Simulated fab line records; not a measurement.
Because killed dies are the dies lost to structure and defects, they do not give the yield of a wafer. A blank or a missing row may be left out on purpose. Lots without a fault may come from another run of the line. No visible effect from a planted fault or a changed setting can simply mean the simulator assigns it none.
Matching of chambers	flow gf180mcu	4 sister chambers for GF_STI_ETCH_14 on rieSi-01
The step etches Si in HBr/Cl2/O2, target depth 360 nm, time 102.9 s. 4 wafers are shown with their chamber, then 7 later ones without.

## EACH WAFER AND ITS CHAMBER
wafer	chamber	drypumpMotorCurrentA (A)
L562.2	0	5.84
L563.3	3	5.97
L565.2	2	6.13
L565.3	1	5.76

## WAFERS WHOSE CHAMBER IS MISSING
wafer	drypumpMotorCurrentA (A)
L565.6	5.85
L568.3	5.76
L568.4	5.81
L568.5	5.92
L569.2	5.76
L569.3	5.98
L569.6	6.16

## THE CHAMBER EACH PASSED THROUGH
wafer	from the rows above	in truth
L565.6	0	0
L568.3	1	1
L568.4	can't be placed: 0 or 1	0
L568.5	can't be placed: 3 or 0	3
L569.2	1	1
L569.3	3	3
L569.6	2	2
Correct placement for 5 of the 7. These rows do not allow placing 2 (true chamber among the candidates in 2). Number placed wrongly: 0.
How it was worked out, from the rows above alone: a wafer's distance from a chamber is the root of the sum, over the readings, of the square of ((its reading less the chamber's mean) divided by the reading's scatter). The wafer belongs to the nearest chamber; if the next one is less than 2 further off, it can't be placed. A chamber's mean is the mean of its shown wafers. The scatter (one wafer shown for each chamber): square how far every hidden wafer sits from the nearest shown wafer, average those squares and take the square root.
